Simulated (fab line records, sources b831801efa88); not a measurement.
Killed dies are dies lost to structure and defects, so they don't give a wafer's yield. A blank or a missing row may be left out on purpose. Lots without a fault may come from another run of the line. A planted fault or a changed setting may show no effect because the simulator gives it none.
Which tool did it? | flow gf180mcu | 12 lots, 36 wafers sampled, at 4 steps of a route of 602

WHAT THE GAUGES READ, wafer by wafer
GF_MVSD_TW_MEAS_11. Usual: MVSD_TW 1599, standard deviation 7.4.
lot  | measured     | on            | MVSD_TW        | flag
L355 | day 4 17:58  | film_metro-03 | 1590 1597 1592 |
L356 | day 4 21:46  | film_metro-03 | 1586 1588 1591 |
L357 | day 5 05:19  | film_metro-04 | 1595 1597 1604 |
L358 | day 5 09:28  | film_metro-04 | 1600 1601 1602 |
L361 | day 6 05:52  | film_metro-03 | 1595 1589 1593 |
L363 | day 6 16:50  | film_metro-04 | 1602 1605 1605 |
L367 | day 7 13:16  | film_metro-03 | 1745 1758 1770 | OFF
L368 | day 7 19:41  | film_metro-04 | 1764 1761 1760 | OFF
L370 | day 8 06:21  | film_metro-04 | 1599 1594 1597 |
L371 | day 8 15:44  | film_metro-04 | 1605 1597 1605 |
L374 | day 9 05:07  | film_metro-03 | 1600 1592 1602 |
L375 | day 10 02:07 | film_metro-04 | 1601 1604 1600 |

GF_VT_IMPLANT_RS_MEAS_46: measures by four-point-probe. Usual: MVSD_RS 456.9 ohm/sq, standard deviation 1.1.
lot  | measured     | on            | MVSD_RS (ohm/sq)  | flag
L355 | day 7 22:03  | film_metro-03 | 456.5 456.9 457.4 |
L356 | day 8 01:07  | film_metro-03 | 457.9 459.0 457.5 |
L357 | day 8 09:43  | film_metro-03 | 457.0 456.6 456.8 |
L358 | day 8 16:20  | film_metro-04 | 455.4 457.1 456.0 |
L361 | day 9 15:40  | film_metro-03 | 458.3 457.2 457.5 |
L363 | day 10 04:58 | film_metro-03 | 457.7 458.1 458.2 |
L367 | day 11 05:13 | film_metro-04 | 387.5 386.9 387.4 | OFF
L368 | day 11 11:34 | film_metro-04 | 388.1 386.9 387.3 | OFF
L370 | day 12 00:19 | film_metro-04 | 456.8 458.4 456.4 |
L371 | day 12 09:35 | film_metro-03 | 457.1 458.1 455.6 |
L374 | day 13 01:04 | film_metro-02 | 457.2 457.3 456.6 |
L375 | day 14 01:25 | film_metro-04 | 455.3 455.5 455.2 |

GF_HV_LDD_TW_MEAS_38. Usual: HV_LDD_3_TW 1440, standard deviation 11.
lot  | measured     | on            | HV_LDD_3_TW    | flag
L355 | day 12 03:34 | film_metro-02 | 1411 1428 1423 |
L356 | day 12 12:00 | film_metro-03 | 1446 1449 1443 |
L357 | day 12 11:52 | film_metro-02 | 1416 1422 1422 |
L358 | day 12 19:28 | film_metro-03 | 1446 1442 1449 |
L361 | day 13 22:49 | film_metro-03 | 1457 1452 1451 |
L363 | day 14 14:53 | film_metro-02 | 1425 1427 1432 |
L367 | day 15 23:22 | film_metro-03 | 1428 1437 1432 |
L368 | day 16 05:31 | film_metro-04 | 1453 1441 1452 |
L370 | day 16 16:19 | film_metro-02 | 1434 1434 1434 |
L371 | day 17 07:35 | film_metro-03 | 1439 1442 1433 |
L374 | day 17 21:43 | film_metro-02 | 1428 1430 1434 |
L375 | day 19 03:16 | film_metro-03 | 1425 1438 1434 |

WHICH TOOL RAN EACH LOT (tool, then ch and the chambers of the sampled wafers, then the start)
lot  | GF_MVSD_IMPLANT_08
L355 | implanter-01 ch 0, day 4 17:35
L356 | implanter-01 ch 0, day 4 21:23
L357 | implanter-01 ch 0, day 5 04:55
L358 | implanter-02 ch 0, day 5 09:05
L361 | implanter-02 ch 0, day 6 05:29
L363 | implanter-01 ch 0, day 6 16:28
L367 | implanter-01 ch 0, day 7 12:53
L368 | implanter-01 ch 0, day 7 19:20
L370 | implanter-02 ch 0, day 8 05:58
L371 | implanter-02 ch 0, day 8 15:23
L374 | implanter-04 ch 0, day 9 04:44
L375 | implanter-04 ch 0, day 10 01:43
- GF_MVSD_IMPLANT_08

WHAT THE TOOLS THEMSELVES READ (means of the sampled wafers that have a number; where no wafer has one, the mark that the record gives instead)
GF_MVSD_IMPLANT_08. Usual: dose_ions_cm2 1.5999e+13, standard deviation 1.7e+10; faraday_current_uA 90.1, standard deviation 1.9.
lot  | tool         | dose_ions_cm2 | faraday_current_uA | flag
L355 | implanter-01 | 1.6014e+13    | 90.3               |
L356 | implanter-01 | 1.5999e+13    | 89.4               |
L357 | implanter-01 | 1.6016e+13    | 89.6               |
L358 | implanter-02 | 1.5993e+13    | 91.4               |
L361 | implanter-02 | 1.6010e+13    | 90.0               |
L363 | implanter-01 | 1.5989e+13    | 90.0               |
L367 | implanter-01 | 2.2520e+13    | 125.3              | OFF
L368 | implanter-01 | 2.2520e+13    | 128.2              | OFF
L370 | implanter-02 | 1.5988e+13    | 89.1               |
L371 | implanter-02 | 1.5996e+13    | 90.2               |
L374 | implanter-04 | 1.6011e+13    | 89.4               |
L375 | implanter-04 | 1.6003e+13    | 89.5               |

THE ANSWER, worked out from the rows above alone
Rule: a lot is off if the mean of its wafers that have a number lies more than 3 standard deviations from the usual mean. A lot without any number at a reading at which 4 lots or more have one is off too. The other lots that the step has rows for count as sound. The gauges are gone through in route order, then the tools' own readings, and for those a lot's mean is taken as printed above. The first step at which some lot is off is used, and at that step the reading that is off furthest; a lot without a number counts as furthest.
Off: L367, L368, at GF_MVSD_TW_MEAS_11 (MVSD_TW).
A tool fits if, at a process step before that reading, it ran every lot that is off, and no sound lot after the first of them. The gauges at GF_MVSD_TW_MEAS_11 aren't tried: what is off there is off at GF_MVSD_IMPLANT_08 too, on other tools, and a gauge's error can't cause that. One fits: implanter-01 at GF_MVSD_IMPLANT_08. Its last sound lot is L363 (day 6 16:28), its first lot that is off L367 (day 7 12:53): a fault that began between those two fits.
The tool's own readings at GF_MVSD_IMPLANT_08 bear it out: on the lots that are off they differ by more than 5 times the standard deviation of the sound lots' means. dose_ions_cm2 reads 2.2520e+13 there against 1.6002e+13 on the sound lots; faraday_current_uA reads 126.8 there against 89.9 on the sound lots.

WHAT THE SIMULATOR HAD PUT IN
Process parameter drift: implanter-01, from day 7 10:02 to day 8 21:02, at GF_MVSD_IMPLANT_08. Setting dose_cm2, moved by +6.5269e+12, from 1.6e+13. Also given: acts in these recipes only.
Lots struck among those shown: L367, L368. The rule above found the same.
